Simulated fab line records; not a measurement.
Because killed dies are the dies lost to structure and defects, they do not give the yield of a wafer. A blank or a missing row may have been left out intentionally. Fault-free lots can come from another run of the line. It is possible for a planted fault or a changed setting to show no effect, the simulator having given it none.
Which of the tools did it? | flow sky130 | Sampling: 11 lots, 33 wafers, 6 of 708 route steps

== WHAT EACH GAUGE READ, for each wafer ==
No reading from a measuring or inspecting step in the record can be judged against a usual standard deviation.

== TOOL THAT RAN EACH LOT (tool first, then ch and the chambers of the sampled wafers, then the start) ==
lot  | SKY_CONTACT_CVD_24            | SKY_METAL1_SPUTTER_02        | SKY_METAL1_SPUTTER_04        | SKY_METAL1_METAL_ETCH_19          | SKY_METAL1_STRIP_20                  | SKY_PAD_OPEN_PROBE_99
L647 | cvd w-01 ch 0,1, day 31 15:49 | pvd sputter-01, day 31 16:27 | pvd sputter-01, day 31 16:29 | rie metal-04 ch 0,1, day 32 20:05 | plasma asher-01 ch 0,1, day 32 20:10 | prober-02, day 45 18:54
L652 | cvd w-02 ch 0,1, day 33 08:21 | pvd sputter-01, day 33 08:59 | pvd sputter-01, day 33 09:02 | rie metal-03 ch 0,1, day 34 11:37 | plasma asher-04 ch 0,1, day 34 11:43 | prober-01, day 47 05:17
L653 | cvd w-02 ch 0,1, day 33 14:53 | pvd sputter-03, day 33 15:29 | pvd sputter-03, day 33 15:32 | rie metal-03 ch 0,1, day 34 18:28 | plasma asher-01 ch 0,1, day 34 18:38 | -
L654 | cvd w-02 ch 0,1, day 33 22:38 | pvd sputter-04, day 33 23:17 | pvd sputter-04, day 33 23:19 | rie metal-03 ch 0,1, day 35 02:19 | plasma asher-04 ch 0,1, day 35 02:25 | -
L657 | cvd w-02 ch 0,1, day 34 20:10 | pvd sputter-04, day 34 20:49 | pvd sputter-04, day 34 20:51 | rie metal-04 ch 0,1, day 35 23:31 | plasma asher-04 ch 0,1, day 35 23:37 | -
L664 | cvd w-02 ch 0,1, day 37 04:09 | pvd sputter-01, day 37 04:47 | pvd sputter-01, day 37 04:50 | rie metal-03 ch 0,1, day 38 07:02 | plasma asher-02 ch 0,1, day 38 07:08 | -
L663 | cvd w-01 ch 0,1, day 37 07:20 | pvd sputter-04, day 37 08:03 | pvd sputter-04, day 37 08:05 | rie metal-03 ch 0,1, day 38 10:19 | plasma asher-01 ch 0,1, day 38 10:25 | prober-01, day 49 22:22
L665 | cvd w-02 ch 0,1, day 37 18:28 | pvd sputter-04, day 37 19:13 | pvd sputter-04, day 37 19:15 | rie metal-02 ch 0,1, day 38 20:10 | plasma asher-02 ch 0,1, day 38 20:16 | prober-02, day 50 04:39
L666 | cvd w-01 ch 0,1, day 37 23:45 | pvd sputter-03, day 38 00:23 | pvd sputter-03, day 38 00:26 | rie metal-02 ch 1, day 39 02:08   | plasma asher-01 ch 0,1, day 39 02:19 | prober-01, day 50 09:23
L669 | cvd w-01 ch 1, day 38 16:59   | pvd sputter-03, day 38 17:47 | pvd sputter-03, day 38 17:50 | rie metal-04 ch 0,1, day 39 18:55 | plasma asher-04 ch 0,1, day 39 19:01 | prober-01, day 51 01:14
L670 | cvd w-01 ch 0,1, day 38 20:40 | pvd sputter-01, day 38 21:16 | pvd sputter-01, day 38 21:19 | rie metal-04 ch 0,1, day 39 22:18 | plasma asher-04 ch 0,1, day 39 22:24 | prober-02, day 50 23:50
- SKY_CONTACT_CVD_24: deposits W, target thk 340 nm, time 102.12 s.
- SKY_METAL1_SPUTTER_02: material AlCu, target thk 250 nm, time 13.3 s.
- SKY_METAL1_SPUTTER_04: material TiN, target thk 70 nm, time 58.3 s.
- SKY_METAL1_METAL_ETCH_19: etches the open film in Cl2/BCl3, stops on SiO2, target depth 360 nm, time 78 s.
- SKY_METAL1_STRIP_20: strips in O2/N2.
- SKY_PAD_OPEN_PROBE_99

== WHAT THE TOOLS THEMSELVES READ (means of the sampled wafers that have a number; where no wafer has one, the mark that the record gives instead) ==
SKY_CONTACT_CVD_24. Usual: heater power outer w 502 W, standard deviation 47; heater power w 839 W, standard deviation 34.
lot  | tool     | heater power outer w (W) | heater power w (W) | flag
L647 | cvd w-01 | 488                      | 824                |
L652 | cvd w-02 | 530                      | 871                |
L653 | cvd w-02 | 534                      | 860                |
L654 | cvd w-02 | 532                      | 848                |
L657 | cvd w-02 | 532                      | 848                |
L664 | cvd w-02 | 495                      | 838                |
L663 | cvd w-01 | 486                      | 843                |
L665 | cvd w-02 | 500                      | 824                |
L666 | cvd w-01 | 480                      | 842                |
L669 | cvd w-01 | 516                      | 859                |
L670 | cvd w-01 | 497                      | 840                |

SKY_METAL1_SPUTTER_02. Usual: throttle valve pct 30.1 %, standard deviation 1.
lot  | tool           | throttle valve pct (%) | flag
L647 | pvd sputter-01 | 30.7                   |
L652 | pvd sputter-01 | 30.0                   |
L653 | pvd sputter-03 | 29.5                   |
L654 | pvd sputter-04 | 29.5                   |
L657 | pvd sputter-04 | 29.6                   |
L664 | pvd sputter-01 | 30.7                   |
L663 | pvd sputter-04 | 30.6                   |
L665 | pvd sputter-04 | 30.4                   |
L666 | pvd sputter-03 | 29.7                   |
L669 | pvd sputter-03 | 29.0                   |
L670 | pvd sputter-01 | 30.3                   |

SKY_METAL1_SPUTTER_04. Usual: throttle valve pct 30.1 %, standard deviation 1.
lot  | tool           | throttle valve pct (%) | flag
L647 | pvd sputter-01 | 30.7                   |
L652 | pvd sputter-01 | 30.2                   |
L653 | pvd sputter-03 | 29.3                   |
L654 | pvd sputter-04 | 29.3                   |
L657 | pvd sputter-04 | 29.5                   |
L664 | pvd sputter-01 | 30.7                   |
L663 | pvd sputter-04 | 30.4                   |
L665 | pvd sputter-04 | 30.5                   |
L666 | pvd sputter-03 | 29.6                   |
L669 | pvd sputter-03 | 29.1                   |
L670 | pvd sputter-01 | 30.1                   |

SKY_METAL1_METAL_ETCH_19. Usual: drypump motor current A 6.3 A, standard deviation 0.44; oes product au 0.855 a.u., standard deviation 0.0063; rf fwd power W 893.9 W, standard deviation 2.8; throttle valve pct 22.265 %, standard deviation 0.0088.
lot  | tool         | drypump motor current A (A) | oes product au (a.u.) | rf fwd power W (W) | throttle valve pct (%) | flag
L647 | rie metal-04 | 6.6                         | 0.844                 | 895.5              | 22.271                 |
L652 | rie metal-03 | 5.6                         | 0.853                 | 893.1              | 22.250                 |
L653 | rie metal-03 | 5.9                         | 0.795                 | 895.0              | 22.271                 | OFF
L654 | rie metal-03 | 5.9                         | 0.825                 | 891.4              | 22.273                 | OFF
L657 | rie metal-04 | 6.6                         | 0.861                 | 895.1              | 22.259                 |
L664 | rie metal-03 | 5.9                         | 0.856                 | 893.0              | 22.263                 |
L663 | rie metal-03 | 5.9                         | 0.856                 | 892.8              | 22.264                 |
L665 | rie metal-02 | 6.5                         | 0.859                 | 893.1              | 22.260                 |
L666 | rie metal-02 | 6.6                         | 0.856                 | 894.3              | 22.272                 |
L669 | rie metal-04 | 6.5                         | 0.854                 | 895.7              | 22.264                 |
L670 | rie metal-04 | 6.5                         | 0.852                 | 894.0              | 22.259                 |

SKY_METAL1_STRIP_20. Usual: drypump motor current A 5.7 A, standard deviation 0.34; oes product au 0.343 a.u., standard deviation 0.0055; strip time to endpoint s 2.69 s, standard deviation 0.061.
lot  | tool            | drypump motor current A (A) | oes product au (a.u.) | strip time to endpoint s (s) | flag
L647 | plasma asher-01 | 5.6                         | 0.342                 | 2.63                         |
L652 | plasma asher-04 | 5.8                         | 0.341                 | 2.69                         |
L653 | plasma asher-01 | 5.5                         | 0.327                 | 2.31                         | OFF
L654 | plasma asher-04 | 5.7                         | 0.337                 | 2.51                         |
L657 | plasma asher-04 | 5.8                         | 0.336                 | 2.61                         |
L664 | plasma asher-02 | 5.6                         | 0.345                 | 2.68                         |
L663 | plasma asher-01 | 5.7                         | 0.339                 | 2.71                         |
L665 | plasma asher-02 | 5.9                         | 0.348                 | 2.77                         |
L666 | plasma asher-01 | 5.7                         | 0.345                 | 2.76                         |
L669 | plasma asher-04 | 5.8                         | 0.343                 | 2.66                         |
L670 | plasma asher-04 | 5.8                         | 0.339                 | 2.64                         |

SKY_PAD_OPEN_PROBE_99. Usual: defect limited yield 82.4 %, standard deviation 1.9; killed_at_M0_to_M3 44, standard deviation 7.5; killed_at_M4_up 3.2, standard deviation 1.9; killed at contacts 23, standard deviation 4.7; killed at front end 15, standard deviation 4.7; killed at other 0.4, standard deviation 0.66; killed dies 87, standard deviation 9.3; killed open 47, standard deviation 7.2; killed short 39, standard deviation 6.5; sort_bin_3_pad_short 0.8 %, standard deviation 0.39; sort_bin_5_function 10.5 %, standard deviation 1.4; sort_bin_6_memory 6.3 %, standard deviation 1.2; sort n pass 405, standard deviation 9.3; sort yield pct 82.4 %, standard deviation 1.9.
lot  | tool      | defect limited yield (%) | killed_at_M0_to_M3 | killed_at_M4_up | killed at contacts | killed at front end | killed at other | killed dies | killed open | killed short | sort_bin_3_pad_short (%) | sort_bin_5_function (%) | sort_bin_6_memory (%) | sort n pass | sort yield pct (%) | flag
L647 | prober-02 | 82.9                     | 43                 | 2.0             | 25                 | 14                  | 0.7             | 84          | 46          | 38           | 0.9                      | 9.9                     | 6.2                   | 408         | 82.9               |
L652 | prober-01 | 80.6                     | 48                 | 2.7             | 23                 | 22                  | 0.0             | 95          | 53          | 41           | 1.1                      | 10.0                    | 8.2                   | 397         | 80.6               |
L663 | prober-01 | 81.4                     | 49                 | 3.3             | 24                 | 14                  | 1.3             | 91          | 44          | 47           | 1.2                      | 10.9                    | 6.4                   | 401         | 81.4               |
L665 | prober-02 | 80.3                     | 48                 | 3.3             | 24                 | 21                  | 0.3             | 97          | 53          | 44           | 0.7                      | 11.5                    | 7.4                   | 395         | 80.3               |
L666 | prober-01 | 82.7                     | 40                 | 3.3             | 27                 | 15                  | 0.0             | 85          | 46          | 38           | 0.9                      | 10.5                    | 5.9                   | 407         | 82.7               |
L669 | prober-01 | 83.1                     | 42                 | 4.0             | 21                 | 16                  | 0.3             | 83          | 44          | 39           | 0.8                      | 10.7                    | 5.4                   | 409         | 83.1               |
L670 | prober-02 | 85.3                     | 37                 | 3.3             | 22                 | 10                  | 0.3             | 73          | 42          | 30           | 0.7                      | 9.7                     | 4.4                   | 419         | 85.3               |

== THE ANSWER, worked out from the rows above alone ==
Rule: a lot counts as off when the mean over its wafers that have a number is more than 3 standard deviations away from the usual mean. Also off: a lot with no number at a reading for which 4 or more lots have one. All remaining lots with rows at the step are treated as sound. The gauges are gone through in route order, then the tools' own readings, and for those a lot's mean is taken as printed above. The first step at which some lot is off is used, and at that step the reading that is off furthest; a lot without a number counts as furthest.
Off, at SKY_METAL1_METAL_ETCH_19 on oes product au: L653, L654.
If a tool, at that step or one of the process steps before it, ran each lot that is off and ran no sound lot following the first of them, it fits. Not one of the candidates tried fits.

== WHAT HAD BEEN PUT IN BY THE SIMULATOR ==
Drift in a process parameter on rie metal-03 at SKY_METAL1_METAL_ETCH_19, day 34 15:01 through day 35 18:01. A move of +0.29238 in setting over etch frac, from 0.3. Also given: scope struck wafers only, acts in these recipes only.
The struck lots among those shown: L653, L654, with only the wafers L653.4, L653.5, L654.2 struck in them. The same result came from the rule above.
